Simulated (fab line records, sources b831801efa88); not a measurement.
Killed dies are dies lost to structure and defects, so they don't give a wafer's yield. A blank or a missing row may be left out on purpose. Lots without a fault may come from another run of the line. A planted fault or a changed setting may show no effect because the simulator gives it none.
Chamber matching | flow gf180mcu | GF_V3_CMP_26 on cmp-01: 4 sister chambers
The step polishes, stops on SiO2, t overpolish 15 s, target thk 0 nm. 4 wafers are shown with their chamber, then 7 later ones without.

WAFERS WITH THEIR CHAMBER
wafer  | chamber | time_to_endpoint_s (s)
L598.5 | 3       | 84
L607.1 | 2       | 78
L607.3 | 1       | 83
L609.5 | 0       | 84

WAFERS WITHOUT THEIR CHAMBER
wafer  | time_to_endpoint_s (s)
L609.6 | 88
L612.1 | 78
L612.3 | 83
L612.6 | 83
L613.2 | 84
L613.3 | 82
L613.6 | 84

WHICH CHAMBER EACH WENT THROUGH
wafer  | from the rows above               | in truth
L609.6 | can't be placed: 0 or 3 or 1      | 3
L612.1 | 2                                 | 2
L612.3 | can't be placed: 1 or 0 or 3      | 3
L612.6 | can't be placed: 1 or 0 or 3      | 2
L613.2 | can't be placed: 0 or 3 or 1      | 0
L613.3 | can't be placed: 1 or 0 or 3 or 2 | 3
L613.6 | can't be placed: 0 or 3 or 1      | 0
Placed correctly: 1 of 7. Can't be placed from these rows: 6 (the true chamber is among the candidates in 5). Placed wrongly: 0.
How it was worked out, from the rows above alone: a wafer's distance from a chamber is the root of the sum, over the readings, of the square of ((its reading less the chamber's mean) divided by the reading's scatter). The wafer belongs to the nearest chamber; if the next one is less than 2 further off, it can't be placed. A chamber's mean is the mean of its shown wafers. The scatter: with one shown wafer a chamber, the root of the mean of the squares of how far each hidden wafer lies from its nearest shown one.
